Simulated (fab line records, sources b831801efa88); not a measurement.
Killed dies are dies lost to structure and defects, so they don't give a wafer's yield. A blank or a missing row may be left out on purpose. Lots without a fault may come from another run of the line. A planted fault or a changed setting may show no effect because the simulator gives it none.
A struck lot beside a sound one | flow sky130 | 15 steps out of a route of 708
Sound: wafers L407.2, L407.4, L407.5. Struck: wafers L415.1, L415.3, L415.5. The cause comes at the end.
At each step with rows: each side's tool, then ch and its chambers, then its first start. Under that, the readings that differ: sound wafers | struck wafers | difference of the means | sigmas: that difference in standard deviations of wafers without a fault.
alike: readings whose means differ by less than 2 such deviations, and words and numbers that are the same on both sides. not compared: withheld readings, readings that some wafer has no value for, bounds like >300 that may hide the same value, and numbers for which the record gives no deviation and whose values overlap.
The two part at a step that has a row with sigmas, a row that says differs or no value, or rows on one side only. Numbers that don't overlap but have no deviation are shown without sigmas and don't part them. A reading that every wafer of one side lacks parts them only if that side has two wafers or more.

SKY_VIA3_OVL_MEAS_13:
  sound on overlay-02, day 39 19:26; struck on overlay-01, day 48 05:38
  alike: VIA3_OVL
SKY_VIA3_ETCH_14: etches BARC in N2/H2, stops on SiO2, time 45.9 s, target depth 60 nm.
  sound on rie_diel-01 ch 0,1,3, day 39 19:28; struck on rie_diel-02 ch 1,3, day 48 05:40
  alike: drypump_motor_current_A, oes_product_au, throttle_valve_pct
  not compared: rf_hours_counter_h
then, 1 step without rows for these wafers: SKY_VIA3_ETCH_15 (etches SiO2 in C4F8/O2/Ar, stops on TiN, target depth 507 nm, time 78 s).
SKY_VIA3_STRIP_16: strips in O2/N2.
  sound on plasma_asher-01 ch 0,1, day 39 19:34; struck on plasma_asher-04 ch 0,1, day 48 05:46
  alike: drypump_motor_current_A, oes_product_au, strip_time_to_endpoint_s
  not compared: rf_hours_counter_h
then, 3 steps without rows for these wafers: SKY_VIA3_STRIP_17 (strips in post etch residue remover, time 1200 s); SKY_VIA3_CLEAN_18 (cleans in IPA, time 180 s); SKY_VIA3_CLEAN_19 (cleans in O3/DIW).
SKY_VIA3_SPUTTER_20: material TiN, target thk 20 nm, time 80 s.
  sound on pvd_sputter-04, day 39 20:12; struck on pvd_sputter-04, day 48 06:22
  alike: cathode_dc_power_W, chamber_pressure_pa, throttle_valve_pct
then, 1 step without rows for these wafers: SKY_VIA3_CVD_21 (deposits W, target thk 390 nm, time 117.31 s).
SKY_VIA3_RS_MEAS_22: measures by four-point-probe.
  sound on film_metro-02, day 39 20:24; struck on film_metro-01, day 48 06:33
  reading            | sound             | struck            | difference | sigmas
  VIA3_W_RS (ohm/sq) | 0.299 0.302 0.298 | 0.292 0.287 0.293 | -0.009     | -2
SKY_VIA3_THK_MEAS_23: measures by xrf.
  sound on film_metro-02, day 39 20:31; struck on film_metro-01, day 48 06:40
  reading         | sound       | struck      | difference | sigmas
  VIA3_W_THK (nm) | 372 368 372 | 386 395 384 | +18        | +3
SKY_VIA3_CMP_24: polishes, stops on SiO2, t overpolish 20 s, target thk 0 nm.
  sound on cmp-01 ch 0,1,3, day 39 20:37; struck on cmp-02 ch 0,1,2, day 48 07:05
  alike: head_pressure_psi, motor_current_A, overpolish_run_s, retaining_ring_pressure_frac, time_to_endpoint_s
SKY_METAL4_SPUTTER_00: material Ti, target thk 15 nm, time 10 s.
  sound on pvd_sputter-01, day 39 20:52; struck on pvd_sputter-01, day 48 07:20
  no value came back on the struck wafers for cathode_dc_power_W (W), chamber_pressure_pa (Pa), throttle_valve_pct (%); on the sound wafers cathode_dc_power_W (W) reads 3000.6 3001.1 3000.8
SKY_METAL4_SPUTTER_01: material TiN, target thk 20 nm, time 16.7 s.
  sound on pvd_sputter-01, day 39 20:53; struck on pvd_sputter-01, day 48 07:22
  alike: cathode_dc_power_W, chamber_pressure_pa, throttle_valve_pct
-- the record jumps here: 4 days lie between the struck wafers' starts before and after (it left off in module METAL4 and takes up again in module PAD_OPEN, whose first step shown is number 708 of the route) --
SKY_PAD_OPEN_PROBE_99:
  sound on prober-02, day 45 22:52; struck on prober-02, day 52 16:37
  reading                       | sound           | struck           | difference | sigmas
  model.etest.via3_chain.rc_ohm | 9.358 10.3 10.1 | 11.07 11.1 11.06 | +1.16      |
  alike: defect_limited_yield, killed_at_M0_to_M3, killed_at_M4_up, killed_at_contacts, killed_at_front_end, killed_at_other, killed_dies, killed_on_rim, killed_open, killed_short, sort_bin_3_pad_short, sort_bin_5_function, sort_bin_6_memory, sort_n_pass, sort_yield_pct

WHERE THEY PART
First at SKY_VIA3_RS_MEAS_22; last, within this record, at SKY_METAL4_SPUTTER_00. Later steps at which nothing parts them and some readings are alike: SKY_METAL4_SPUTTER_01, SKY_PAD_OPEN_PROBE_99.

WHY: what the simulator had put in
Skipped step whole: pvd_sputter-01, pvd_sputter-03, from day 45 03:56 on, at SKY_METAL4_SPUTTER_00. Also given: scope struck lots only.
